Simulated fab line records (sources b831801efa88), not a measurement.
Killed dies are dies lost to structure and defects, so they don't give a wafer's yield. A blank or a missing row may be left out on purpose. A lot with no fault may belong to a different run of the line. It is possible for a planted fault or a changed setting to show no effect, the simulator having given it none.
fab line records + flow sky130
[record]
- lots = 6
- wafers = 18
- lastDay = 51
route steps=708 shown NWELL@82 PWDE@84 VT_ADJUST_HVTP@85 PAD_OPEN@708
lots that met no fault: from a run of the same line without faults
startH: hours from the record's first day to the start of the lot's first wafer shown + waitH: how many hours have passed since the lot's step before this one + " repeats the value in the row above + L1.1+2: one row covering several wafers at once + - no value, or no start given + * or withheld: withheld + < > ~ a bound
route shown NAME@n: NAME is a module with steps in the file, n the number in the route of the first one + usual: average and standard deviation across the fault-free wafers + same: alike in all rows + chamber/n: place in a boat + sites: readings site by site + _std_site: the values' standard deviation + _edge_site: outer sites' mean less inner sites' + radiusMm: for every site, how far away it sits from the centre of the wafer + mask NAME#n: copy n + behind: tool/chamber where the wafer was last shaped + hold: what put the lot on hold/how long, in hours/how the hold closed + device: transistor that didn't switch, given as n, p or np + end of line: tests run on the same wafers once the route is complete + a step given without rows: its recipe and nothing more + killed: the dies lost at the first sort to structure and to defects; this is not the yield of the wafer + map: shows each die of a wafer: x if killed, . if not, _ if none is there
set.NAME: the setting as run; set.NAME@STEP: as run at that earlier step + model.NAME: the simulator's own value behind a step, which no gauge read
certain route steps with their lots: each step a table, each wafer a row
services: a tool's chamber out of use, with start hour (startH, from the record's first day; less than 0 if before it), hours out, and reason
[[steps]]
[step SKY_NWELL_RS_MEAS_29]
[recipe]
- thkMeasGauge = four-point-probe
[usual]
- NWELL_RS = 624.3/1.8
| lot.wafer | tool         | chamber | startH | waitH | NWELL_RS[ohm/sq] |
|-----------|--------------|---------|--------|-------|------------------|
| L235.1    | filmMetro-04 | -       | 143.11 | 0.1   | 625.8            |
| L235.4    | "            | -       | "      | "     | 625.3            |
| L235.5    | "            | -       | "      | "     | 626.6            |
| L237.1    | filmMetro-04 | -       | 157.84 | 0.1   | 626.9            |
| L237.4    | "            | -       | "      | "     | 626.1            |
| L237.6    | "            | -       | "      | "     | 628.4            |
| L246.2    | filmMetro-03 | -       | 208.12 | 0.1   | 625.2            |
| L246.3    | "            | -       | "      | "     | 626.4            |
| L246.6    | "            | -       | "      | "     | 627.1            |
| L248.2    | filmMetro-04 | -       | 224.27 | 0.1   | 624.7            |
| L248.5    | "            | -       | "      | "     | 625.9            |
| L248.6    | "            | -       | "      | "     | 623.8            |
| L251.3    | filmMetro-02 | -       | 237.97 | 0.1   | 625.3            |
| L251.5    | "            | -       | "      | "     | 624.4            |
| L251.6    | "            | -       | "      | "     | 626.2            |
| L252.1    | filmMetro-04 | -       | 246.73 | 0.1   | 625.1            |
| L252.4    | "            | -       | "      | "     | 626.1            |
| L252.5    | "            | -       | "      | "     | 626.7            |
[step SKY_NWELL_RS_MEAS_31]
[recipe]
- thkMeasGauge = four-point-probe
[usual]
- PWDE_RS = 5230/16
| lot.wafer | tool         | chamber | startH | waitH | PWDE_RS[ohm/sq] |
|-----------|--------------|---------|--------|-------|-----------------|
| L235.1    | filmMetro-04 | -       | 143.35 | 0.1   | 5222            |
| L235.4    | "            | -       | "      | "     | 5234            |
| L235.5    | "            | -       | "      | "     | 5222            |
| L237.1    | filmMetro-04 | -       | 158.08 | 0.1   | 5218            |
| L237.4    | "            | -       | "      | "     | 5231            |
| L237.6    | "            | -       | "      | "     | 5212            |
| L246.2    | filmMetro-03 | -       | 208.36 | 0.1   | 5235            |
| L246.3    | "            | -       | "      | "     | 5235            |
| L246.6    | "            | -       | "      | "     | 5240            |
| L248.2    | filmMetro-04 | -       | 224.51 | 0.1   | 5262            |
| L248.5    | "            | -       | "      | "     | 5258            |
| L248.6    | "            | -       | "      | "     | 5239            |
| L251.3    | filmMetro-02 | -       | 238.21 | 0.1   | 5243            |
| L251.5    | "            | -       | "      | "     | 5234            |
| L251.6    | "            | -       | "      | "     | 5245            |
| L252.1    | filmMetro-04 | -       | 246.97 | 0.1   | 5204            |
| L252.4    | "            | -       | "      | "     | 5209            |
| L252.5    | "            | -       | "      | "     | 5226            |
[step SKY_VT_ADJUST_HVTP_DEHYDRATE_00]
[recipe]
- tempC = 200
- timeS = 60
[step SKY_VT_ADJUST_HVTP_HMDS_01]
[recipe]
- primeTimeS = 60
- primeTempC = 120
[step SKY_VT_ADJUST_HVTP_COAT_02]
[recipe]
- resist = NOVOLAK
- spinRpm = 3000
- resistThkNm = 1140
[step SKY_VT_ADJUST_HVTP_SOFTBAKE_03]
[recipe]
- tempC = 90
- timeS = 60
- resist = NOVOLAK
[step SKY_VT_ADJUST_HVTP_EXPOSE_04]
[recipe]
- maskId = HVTPM
- na = 0.6
- sourceShape = conventional
- sigmaOuter = 0.6
- polarization = unpolarized
- targetCdNm = 380
- doseMj = 136.6
[step SKY_VT_ADJUST_HVTP_PEB_05]
[recipe]
- tempC = withheld
- timeS = *
- resist = NOVOLAK
[step SKY_VT_ADJUST_HVTP_DEVELOP_06]
[recipe]
- resist = NOVOLAK
- developer = TMAH
- developTimeS = 60
- devTempC = 22.35
[step SKY_VT_ADJUST_HVTP_CD_MEAS_07]
[recipe]
- targetCdNm = 380
[usual]
- cdNm = 379.2/2.7
| lot.wafer | tool     | chamber | startH | waitH | cdNm  |
|-----------|----------|---------|--------|-------|-------|
| L235.1    | cdSem-02 | -       | 165.00 | 0.1   | 378.2 |
| L235.4    | "        | -       | "      | "     | 378.3 |
| L235.5    | "        | -       | "      | "     | 379.2 |
| L237.1    | cdSem-01 | -       | 179.55 | 0.1   | 384.4 |
| L237.4    | "        | -       | "      | "     | 381.3 |
| L237.6    | "        | -       | "      | "     | 379.5 |
| L246.2    | cdSem-02 | -       | 230.55 | 0.2   | 380.4 |
| L246.3    | "        | -       | "      | "     | 379.8 |
| L246.6    | "        | -       | "      | "     | 379.5 |
| L248.2    | cdSem-01 | -       | 248.75 | 0.1   | 378.6 |
| L248.5    | "        | -       | "      | "     | 377.9 |
| L248.6    | "        | -       | "      | "     | 379.0 |
| L251.3    | cdSem-01 | -       | 261.97 | 0.1   | 378.3 |
| L251.5    | "        | -       | "      | "     | 380.1 |
| L251.6    | "        | -       | "      | "     | 379.1 |
| L252.1    | cdSem-02 | -       | 271.40 | 0.1   | 380.2 |
| L252.4    | "        | -       | "      | "     | 380.5 |
| L252.5    | "        | -       | "      | "     | 379.3 |
[step SKY_VT_ADJUST_HVTP_OVL_MEAS_08]
[usual]
- VT_ADJUST_HVTP_OVL = -0.3/1.2
| lot.wafer | tool       | chamber | startH | waitH | VT_ADJUST_HVTP_OVL[nm] |
|-----------|------------|---------|--------|-------|------------------------|
| L235.1    | overlay-01 | -       | 165.12 | 0.1   | -0.7                   |
| L235.4    | "          | -       | "      | "     | 0.3                    |
| L235.5    | "          | -       | "      | "     | -2.0                   |
| L237.1    | overlay-01 | -       | 179.67 | 0.1   | 0.8                    |
| L237.4    | "          | -       | "      | "     | -0.4                   |
| L237.6    | "          | -       | "      | "     | 1.6                    |
| L246.2    | overlay-01 | -       | 230.65 | 0.1   | -1.1                   |
| L246.3    | "          | -       | "      | "     | -2.0                   |
| L246.6    | "          | -       | "      | "     | -1.5                   |
| L248.2    | overlay-01 | -       | 248.86 | 0.1   | 1.6                    |
| L248.5    | "          | -       | "      | "     | 2.3                    |
| L248.6    | "          | -       | "      | "     | -1.7                   |
| L251.3    | overlay-01 | -       | 262.07 | 0.1   | -1.5                   |
| L251.5    | "          | -       | "      | "     | -1.9                   |
| L251.6    | "          | -       | "      | "     | 0.1                    |
| L252.1    | overlay-01 | -       | 271.52 | 0.1   | 0.5                    |
| L252.4    | "          | -       | "      | "     | 1.3                    |
| L252.5    | "          | -       | "      | "     | 0.1                    |
[step SKY_VT_ADJUST_HVTP_IMPLANT_09]
[recipe]
- species = As
- energyKev = 150
- doseCm2 = 4.3e+12
- tiltDeg = withheld
[usual]
- beamEnergyKeV = 150.00/0.049
- doseIonsCm2 = 4.299e+12/4.1e+09
[same]
- implantIonAmu = 75
| lot.wafer | tool         | chamber | startH | waitH | beamEnergyKeV | doseIonsCm2 | model.implant.rpNm | model.implant.drpNm |
|-----------|--------------|---------|--------|-------|---------------|-------------|--------------------|---------------------|
| L235.1    | implanter-01 | 0       | 165.16 | 0.0   | 150.01        | 4.301e+12   | 84.9               | 33.4                |
| L235.4    | "            | 0       | "      | "     | 149.98        | 4.304e+12   | 84.9               | 33.4                |
| L235.5    | "            | 0       | "      | "     | 150.04        | 4.297e+12   | 84.9               | 33.4                |
| L237.1    | implanter-03 | 0       | 179.71 | 0.0   | 150.08        | 4.302e+12   | 87.3               | 33.4                |
| L237.4    | "            | 0       | "      | "     | 149.94        | 4.292e+12   | 87.3               | 33.4                |
| L237.6    | "            | 0       | "      | "     | 150.02        | 4.302e+12   | 87.3               | 33.4                |
| L246.2    | implanter-03 | 0       | 230.71 | 0.0   | 168.36        | 4.288e+12   | 96.37              | 36.74               |
| L246.3    | "            | 0       | "      | "     | 168.32        | 4.299e+12   | 96.37              | 36.74               |
| L246.6    | "            | 0       | "      | "     | 168.38        | 4.294e+12   | 96.37              | 36.74               |
| L248.2    | implanter-03 | 0       | 248.92 | 0.0   | 168.34        | 4.305e+12   | 91.11              | 36.74               |
| L248.5    | "            | 0       | "      | "     | 168.31        | 4.308e+12   | 91.11              | 36.74               |
| L248.6    | "            | 0       | "      | "     | 168.33        | 4.307e+12   | 91.11              | 36.74               |
| L251.3    | implanter-01 | 0       | 262.14 | 0.1   | 150.08        | 4.297e+12   | 85.4               | 33.4                |
| L251.5    | "            | 0       | "      | "     | 150.09        | 4.302e+12   | 85.4               | 33.4                |
| L251.6    | "            | 0       | "      | "     | 150.07        | 4.303e+12   | 85.4               | 33.4                |
| L252.1    | implanter-04 | 0       | 271.56 | 0.0   | 150.04        | 4.295e+12   | 83.76              | 33.4                |
| L252.4    | "            | 0       | "      | "     | 150.04        | 4.297e+12   | 83.76              | 33.4                |
| L252.5    | "            | 0       | "      | "     | 149.99        | 4.3e+12     | 83.76              | 33.4                |
[step SKY_VT_ADJUST_HVTP_STRIP_10]
[recipe]
- chemistry = O2/N2
- powerW = 1400
- pressureMtorr = 1500
- platenTempC = withheld
- o2FlowSccm = 3000
- n2FlowSccm = 300
- overashFraction = 0.5
[usual]
- chamberPressureMTorr = 1500.0/1.4
- drypumpMotorCurrentA = 5.8/0.45
- oesProductAu = 0.716/0.0044
- stripTimeToEndpointS = 14.20/0.042
| lot.wafer | tool           | chamber | startH | waitH | chamberPressureMTorr | drypumpMotorCurrentA | oesProductAu | rfHoursCounterH | stripTimeToEndpointS |
|-----------|----------------|---------|--------|-------|----------------------|----------------------|--------------|-----------------|----------------------|
| L235.1    | plasmaAsher-04 | 1       | 165.31 | 0.1   | 1499.8               | 5.4                  | 0.709        | 44              | 14.23                |
| L235.4    | "              | 1       | "      | "     | 1498.1               | 5.4                  | 0.716        | -               | 14.25                |
| L235.5    | "              | 0       | "      | "     | 1500.4               | 5.8                  | 0.717        | -               | 14.24                |
| L237.1    | plasmaAsher-04 | 0       | 179.86 | 0.1   | 1501.8               | 5.8                  | 0.713        | 46              | 14.18                |
| L237.4    | "              | 0       | "      | "     | 1501.8               | 5.8                  | 0.710        | -               | 14.23                |
| L237.6    | "              | 0       | "      | "     | 1499.5               | 5.8                  | 0.707        | -               | 14.22                |
| L246.2    | plasmaAsher-04 | 0       | 230.83 | 0.1   | 1499.4               | 5.8                  | 0.716        | 50              | 14.18                |
| L246.3    | "              | 0       | "      | "     | 1500.1               | 5.8                  | 0.718        | -               | 14.21                |
| L246.6    | "              | 1       | "      | "     | 1498.9               | 5.4                  | 0.720        | -               | 14.21                |
| L248.2    | plasmaAsher-04 | 1       | 249.04 | 0.1   | 1501.4               | 5.4                  | 0.719        | 52              | 14.21                |
| L248.5    | "              | 0       | "      | "     | 1501.5               | 5.8                  | 0.715        | -               | 14.24                |
| L248.6    | "              | 1       | "      | "     | 1497.6               | 5.4                  | 0.719        | -               | 14.16                |
| L251.3    | plasmaAsher-04 | 1       | 262.27 | 0.1   | 1499.0               | 5.4                  | 0.714        | -               | 14.23                |
| L251.5    | "              | 1       | "      | "     | 1499.9               | 5.4                  | 0.713        | -               | 14.21                |
| L251.6    | "              | 0       | "      | "     | 1498.6               | 5.8                  | 0.715        | -               | 14.17                |
| L252.1    | plasmaAsher-04 | 0       | 271.71 | 0.1   | 1500.4               | 5.9                  | 0.717        | 55              | 14.24                |
| L252.4    | "              | 0       | "      | "     | 1502.9               | 5.8                  | 0.711        | -               | 14.18                |
| L252.5    | "              | 0       | "      | "     | 1500.7               | 5.8                  | 0.718        | -               | 14.22                |
[step SKY_VT_ADJUST_HVTP_TW_MEAS_11]
[usual]
- VT_ADJUST_HVTP_TW = 1354/12
| lot.wafer | tool         | chamber | startH | waitH | hold                    | VT_ADJUST_HVTP_TW |
|-----------|--------------|---------|--------|-------|-------------------------|-------------------|
| L235.1    | filmMetro-03 | -       | 165.41 | 0.1   | -                       | 1366              |
| L235.4    | "            | -       | "      | "     | -                       | 1366              |
| L235.5    | "            | -       | "      | "     | -                       | 1374              |
| L237.1    | filmMetro-03 | -       | 179.96 | 0.1   | -                       | 1365              |
| L237.4    | "            | -       | "      | "     | -                       | 1363              |
| L237.6    | "            | -       | "      | "     | -                       | 1361              |
| L246.2    | filmMetro-04 | -       | 230.94 | 0.1   | awaitDispo/0.2h/release | 1393              |
| L246.3    | "            | -       | "      | "     | awaitDispo/0.2h/release | 1404              |
| L246.6    | "            | -       | "      | "     | awaitDispo/0.2h/release | 1407              |
| L246.2    | filmMetro-04 | -       | 231.17 | 0.2   | -                       | 1397              |
| L246.3    | "            | -       | "      | "     | -                       | 1408              |
| L246.6    | "            | -       | "      | "     | -                       | 1406              |
| L248.2    | filmMetro-04 | -       | 249.15 | 0.1   | awaitDispo/0.2h/release | 1406              |
| L248.5    | "            | -       | "      | "     | awaitDispo/0.2h/release | 1406              |
| L248.6    | "            | -       | "      | "     | awaitDispo/0.2h/release | 1401              |
| L248.2    | filmMetro-04 | -       | 249.38 | 0.2   | -                       | 1400              |
| L248.5    | "            | -       | "      | "     | -                       | 1402              |
| L248.6    | "            | -       | "      | "     | -                       | 1410              |
| L251.3    | filmMetro-03 | -       | 262.36 | 0.1   | -                       | 1362              |
| L251.5    | "            | -       | "      | "     | -                       | 1363              |
| L251.6    | "            | -       | "      | "     | -                       | 1358              |
| L252.1    | filmMetro-03 | -       | 271.81 | 0.1   | -                       | 1370              |
| L252.4    | "            | -       | "      | "     | -                       | 1371              |
| L252.5    | "            | -       | "      | "     | -                       | 1365              |
[step SKY_PAD_OPEN_PROBE_99]
[usual]
- killed_at_M0_to_M3 = 43/6.4
- killed_at_M4_up = 3.3/1.9
- killedAtContacts = 24/5.7
- killedAtFrontEnd = 15/4.7
- killedAtOther = 0.3/0.48
- killedDies = 86/9.2
- killedOpen = 47/7
- killedShort = 39/6.5
[same]
- grossDies = 492
- killedAtBackSide = 0
| lot.wafer | tool      | chamber | startH  | waitH | hold                    | killed_at_M0_to_M3 | killed_at_M4_up | killedAtContacts | killedAtFrontEnd | killedAtOther | killedDies | killedOpen | killedShort | model.etest.tipP.rsOhmSq | model.etest.pfet_01v8.rOnOhmUm | model.etest.pfet_01v8.driveUaUm | model.etest.pfet_01v8_mvt.driveUaUm | model.etest.pfet_01v8_hvt.driveUaUm | model.etest.sramPfetLatch.driveUaUm | model.etest.pfet_01v8_mvt.offLog10AUm | model.etest.pfet_01v8.offLog10AUm |
|-----------|-----------|---------|---------|-------|-------------------------|--------------------|-----------------|------------------|------------------|---------------|------------|------------|-------------|--------------------------|--------------------------------|---------------------------------|-------------------------------------|-------------------------------------|-------------------------------------|---------------------------------------|-----------------------------------|
| L235.1    | prober-01 | -       | 1151.83 | 0.1   | -                       | 45                 | 1               | 27               | 13               | 1             | 87         | 48         | 39          | 6818                     | 2835                           | 199.9                           | 157.5                               | 149.8                               | 148.3                               | -10.04                                | -9.461                            |
| L235.4    | prober-01 | -       | 1151.98 | 0.2   | -                       | 50                 | 1               | 27               | 11               | 1             | 90         | 43         | 47          | 6825                     | 2880                           | 196                             | 155.7                               | 146.8                               | 146.7                               | -10.04                                | -9.622                            |
| L235.5    | prober-01 | -       | 1152.03 | 0.2   | -                       | 46                 | 0               | 26               | 10               | 0             | 82         | 45         | 37          | 6806                     | 2824                           | 200.1                           | 160                                 | 148.5                               | 148                                 | -10.23                                | -9.426                            |
| L237.1    | prober-01 | -       | 1163.80 | 0.1   | -                       | 53                 | 3               | 24               | 14               | 0             | 94         | 56         | 38          | 6680                     | 2750                           | 204.7                           | 162.7                               | 154.8                               | 156.4                               | -9.559                                | -8.912                            |
| L237.4    | prober-01 | -       | 1163.95 | 0.2   | -                       | 48                 | 2               | 21               | 13               | 0             | 84         | 43         | 41          | 6697                     | 2714                           | 211.8                           | 164.4                               | 159.1                               | 163.6                               | -9.614                                | -8.946                            |
| L237.6    | prober-01 | -       | 1164.05 | 0.2   | -                       | 46                 | 1               | 25               | 13               | 1             | 86         | 45         | 40          | 6646                     | 2721                           | 206.2                           | 162.8                               | 155.3                               | 160                                 | -9.666                                | -8.94                             |
| L246.2    | prober-02 | -       | 1203.86 | 0.1   | awaitDispo/1.9h/release | 42                 | 4               | 30               | 10               | 1             | 87         | 45         | 42          | 6337                     | 2660                           | 218.7                           | 174.9                               | 162.9                               | 166.8                               | -8.32                                 | -8.049                            |
| L246.3    | prober-02 | -       | 1203.91 | 0.2   | awaitDispo/1.9h/release | 43                 | 2               | 26               | 13               | 0             | 84         | 56         | 28          | 6308                     | 2718                           | 215.1                           | 172.8                               | 158.4                               | 151.4                               | -8.337                                | -8.153                            |
| L246.6    | prober-02 | -       | 1204.06 | 0.2   | awaitDispo/1.9h/release | 43                 | 4               | 34               | 6                | 0             | 87         | 54         | 33          | 6287                     | 2632                           | 220.2                           | 175                                 | 162.8                               | 162.9                               | -8.047                                | -8.018                            |
| L248.2    | prober-02 | -       | 1208.71 | 0.1   | awaitDispo/3.6h/release | 52                 | 8               | 23               | 17               | 0             | 100        | 48         | 52          | -                        | -                              | -                               | -                                   | -                                   | -                                   | -                                     | -                                 |
| L248.5    | prober-02 | -       | 1208.86 | 0.2   | awaitDispo/3.6h/release | 56                 | 3               | 34               | 17               | 1             | 111        | 68         | 43          | -                        | -                              | -                               | -                                   | -                                   | -                                   | -                                     | -                                 |
| L248.6    | prober-02 | -       | 1208.91 | 0.2   | awaitDispo/3.6h/release | 50                 | 1               | 29               | 13               | 0             | 93         | 41         | 52          | -                        | -                              | -                               | -                                   | -                                   | -                                   | -                                     | -                                 |
| L251.3    | prober-01 | -       | 1223.15 | 0.2   | -                       | 53                 | 2               | 15               | 18               | 0             | 88         | 43         | 44          | 6737                     | 2711                           | 209.1                           | 162.1                               | 155.3                               | 150                                 | -9.904                                | -8.974                            |
| L251.5    | prober-01 | -       | 1223.25 | 0.2   | -                       | 42                 | 1               | 27               | 13               | 1             | 84         | 56         | 27          | 6705                     | 2770                           | 204.7                           | 160.9                               | 153.2                               | 148.2                               | -10.12                                | -9.086                            |
| L251.6    | prober-01 | -       | 1223.30 | 0.2   | -                       | 42                 | 5               | 24               | 13               | 0             | 84         | 44         | 39          | 6665                     | 2744                           | 207.8                           | 161.5                               | 154.2                               | 151.9                               | -9.842                                | -9.007                            |
| L252.1    | prober-02 | -       | 1224.83 | 0.1   | -                       | 31                 | 2               | 35               | 26               | 1             | 95         | 45         | 50          | 6892                     | 2921                           | 190.8                           | 149.7                               | 143.3                               | 134.4                               | -10.51                                | -9.599                            |
| L252.4    | prober-02 | -       | 1224.98 | 0.2   | -                       | 45                 | 6               | 23               | 18               | 1             | 93         | 42         | 51          | 6862                     | 2913                           | 191.5                           | 150.4                               | 142.1                               | 137.1                               | -10.52                                | -9.36                             |
| L252.5    | prober-02 | -       | 1225.03 | 0.2   | -                       | 42                 | 3               | 28               | 18               | 1             | 92         | 54         | 38          | 6846                     | 2845                           | 194.4                           | 152.2                               | 146.5                               | 139.8                               | -10.49                                | -9.187                            |
// killed by level:class
L235.1 VIA1:geometricParticle:open=14 LOCAL_INTERCONNECT:geometricParticle:short=8 CONTACT:geometricParticle:open=7 VIA1:geometricParticle:short=6 VIA3:geometricParticle:short=6 FIELD_ISO:geometricParticle:open=5 VIA3:geometricParticle:open=5 LI_CONTACT:geometricParticle:open=5
L235.4 CONTACT:geometricParticle:open=11 LI_CONTACT:geometricParticle:open=7 VIA1:geometricParticle:short=7 VIA2:geometricParticle:open=6 VIA1:geometricParticle:open=6 METAL1:geometricParticle:short=6 METAL2:geometricParticle:short=5 VIA2:geometricParticle:short=5
L235.5 VIA2:geometricParticle:open=9 CONTACT:geometricParticle:open=8 VIA1:geometricParticle:open=8 VIA3:geometricParticle:open=7 LI_CONTACT:geometricParticle:open=5 CONTACT:geometricParticle:short=5 VIA1:geometricParticle:short=5 LI_CONTACT:geometricParticle:short=4
L237.1 VIA1:geometricParticle:open=13 LI_CONTACT:geometricParticle:open=8 VIA2:geometricParticle:open=7 CONTACT:geometricParticle:open=7 VIA1:geometricParticle:short=6 FIELD_ISO:geometricParticle:open=5 METAL1:geometricParticle:short=5 METAL2:geometricParticle:short=5
L237.4 VIA1:geometricParticle:open=12 CONTACT:geometricParticle:open=10 VIA1:geometricParticle:short=8 METAL2:geometricParticle:short=8 METAL1:geometricParticle:short=7 VIA3:geometricParticle:open=6 VIA2:geometricParticle:open=5 FIELD_ISO:geometricParticle:short=4
L237.6 CONTACT:geometricParticle:open=11 VIA2:geometricParticle:open=9 METAL2:geometricParticle:short=7 POLY_GATE:geometricParticle:short=7 VIA1:geometricParticle:open=7 METAL1:geometricParticle:short=6 CONTACT:geometricParticle:short=6 LI_CONTACT:geometricParticle:open=3
L246.2 VIA1:geometricParticle:open=17 VIA1:geometricParticle:short=9 LOCAL_INTERCONNECT:geometricParticle:short=9 LI_CONTACT:geometricParticle:open=7 CONTACT:geometricParticle:open=6 CONTACT:geometricParticle:short=5 METAL1:geometricParticle:short=5 METAL2:geometricParticle:short=4
L246.3 VIA1:geometricParticle:open=15 LI_CONTACT:geometricParticle:open=10 CONTACT:geometricParticle:open=9 VIA3:geometricParticle:open=7 POLY_GATE:geometricParticle:short=5 VIA1:geometricParticle:short=4 CONTACT:geometricParticle:short=4 VIA3:geometricParticle:short=4
L246.6 CONTACT:geometricParticle:open=17 VIA1:geometricParticle:open=9 VIA3:geometricParticle:open=8 LI_CONTACT:geometricParticle:open=7 METAL2:geometricParticle:short=5 VIA3:geometricParticle:short=5 LOCAL_INTERCONNECT:geometricParticle:short=4 VIA1:geometricParticle:short=4
L248.2 VIA1:geometricParticle:open=13 METAL2:geometricParticle:short=10 CONTACT:geometricParticle:short=8 CONTACT:geometricParticle:open=8 METAL1:geometricParticle:short=7 FIELD_ISO:geometricParticle:open=5 METAL4:geometricParticle:short=5 FIELD_ISO:geometricParticle:short=4
L248.5 VIA1:geometricParticle:open=16 CONTACT:geometricParticle:open=14 VIA2:geometricParticle:open=7 LI_CONTACT:geometricParticle:open=7 METAL1:geometricParticle:short=7 VIA3:geometricParticle:open=6 CONTACT:geometricParticle:short=5 VIA1:geometricParticle:short=5
L248.6 CONTACT:geometricParticle:open=12 VIA1:geometricParticle:open=7 VIA1:geometricParticle:short=7 METAL2:geometricParticle:short=7 LOCAL_INTERCONNECT:geometricParticle:short=6 METAL3:geometricParticle:short=6 LI_CONTACT:geometricParticle:open=5 VIA3:geometricParticle:open=5
L251.3 VIA1:geometricParticle:open=14 VIA2:geometricParticle:open=9 VIA3:geometricParticle:open=6 POLY_GATE:geometricParticle:short=5 LI_CONTACT:geometricParticle:open=5 VIA1:geometricParticle:short=5 METAL2:geometricParticle:short=5 VIA2:geometricParticle:short=5
L251.5 VIA1:geometricParticle:open=15 CONTACT:geometricParticle:open=12 VIA2:geometricParticle:open=7 LI_CONTACT:geometricParticle:open=6 VIA1:geometricParticle:short=5 VIA3:geometricParticle:open=5 FIELD_ISO:geometricParticle:open=4 METAL1:geometricParticle:short=4
L251.6 VIA2:geometricParticle:open=9 CONTACT:geometricParticle:open=8 VIA1:geometricParticle:open=7 METAL2:geometricParticle:short=6 LOCAL_INTERCONNECT:geometricParticle:short=5 CONTACT:geometricParticle:short=5 VIA3:geometricParticle:open=5 FIELD_ISO:geometricParticle:short=4
L252.1 CONTACT:geometricParticle:open=12 FIELD_ISO:geometricParticle:open=9 LI_CONTACT:geometricParticle:open=9 POLY_GATE:geometricParticle:short=8 VIA1:geometricParticle:open=7 LOCAL_INTERCONNECT:geometricParticle:short=7 METAL3:geometricParticle:short=6 METAL2:geometricParticle:short=5
L252.4 VIA1:geometricParticle:open=10 LI_CONTACT:geometricParticle:open=8 FIELD_ISO:geometricParticle:short=6 CONTACT:geometricParticle:open=6 METAL2:geometricParticle:short=6 METAL3:geometricParticle:short=5 CONTACT:geometricParticle:short=5 VIA1:geometricParticle:short=5
L252.5 CONTACT:geometricParticle:open=10 VIA1:geometricParticle:open=10 CONTACT:geometricParticle:short=7 VIA3:geometricParticle:open=7 FIELD_ISO:geometricParticle:open=6 LI_CONTACT:geometricParticle:open=6 METAL2:geometricParticle:short=6 VIA2:geometricParticle:open=5
// map L246.2 (x killed, . not)
__________x.x......._________
________...xx...xxx..._______
______x..x.x...x........_____
_____......x........x....____
____x...................x.___
___x..x.....x.........x....__
__.........xxx.xx....x......_
_x........x...x.x..xx.......x
_x....................x......
_..x...x.x.x..x.....x.....x..
_......x.....x...x...........
_.......x........x......x....
_..xx....x.....x.......x..x..
_..x...........x..x..........
_.x..xxx..x....x...x....x...x
__.......x......x......xx..._
___..x.x.......x.......x...__
____...........x.....x....___
_____.xx..........xxx...x____
______......x...xx......_____
________x......x......_______
__________...x......_________
// map L248.5 (x killed, . not)
__________....x..x.._________
________x...x....x...._______
______x....x..x........._____
_____x.x.xx...xxx.......x____
____x.xxx..x........x.....___
___.........xx.........x..x__
__xx.....xx..x.....x........_
_.xxx......x..x..x.x.........
_..x..x.........x.x...x......
_..x........x................
_.x....x...x..x..x..x.......x
_..x......xx..x...........x.x
_.x....x.....x...x.x.xx......
_.....x..x.........x........x
_...x..x.....x......x..x.....
__....x.......x.xx.x...x..xx_
___.........x.x..xx...xx...__
____......x..........x..xx___
_____....x....xx...x..x..____
______xx..x....x......xx_____
________..xx.....xxx.._______
__________x.....x..._________
[[services]]
| tool         | chamber | startH | hours | kind   |
|--------------|---------|--------|-------|--------|
| implanter-03 | -       | 148.95 | 1.7   | repair |
| implanter-01 | -       | 168.49 | 0.8   | repair |
| implanter-03 | -       | 182.40 | 2.3   | repair |
| implanter-03 | -       | 218.28 | 3.3   | pm     |
[[key]]
[firstSign]
- step = SKY_VT_ADJUST_HVTP_IMPLANT_09
- reading = beamEnergyKeV
- direction = up
- sigmas = 99+
- usual = *
- struck = *
[effect]
- step = SKY_VT_ADJUST_HVTP_TW_MEAS_11
- reading = visit
- direction = added
[effect]
- step = SKY_PAD_OPEN_PROBE_99
- reading = hold
- direction = added
[modelEffect]
- step = SKY_VT_ADJUST_HVTP_IMPLANT_09
- value = implant.rpNm
- without = 83.97
- struck = 93.74
[modelEffect]
- step = SKY_PAD_OPEN_PROBE_99
- value = etest.tipP.rsOhmSq
- without = 6678
- struck = 6311
metAt SKY_VT_ADJUST_HVTP_IMPLANT_09
struckWafers L246.2,L246.3,L246.6,L248.2,L248.5,L248.6
testerLeftOut L246,L248
onsetBetween 179.71 230.71
[fault]
- kind = processParameterDrift
- tool = implanter-03
- chamber = -
- onsetH = 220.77
- steps = SKY_VT_ADJUST_HVTP_IMPLANT_09
- channel = energyKev
- offset = *
- shape = step
- endH = 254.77
- actsIn = *
- stated = *
// testerLeftOut: of these lots the tester's yield and bins aren't shown, on N5 and GAA mostly nor the transistor test; their killed dies are dies lost to structure and defects alone, not to doping, threshold or leakage, so they don't give the yield
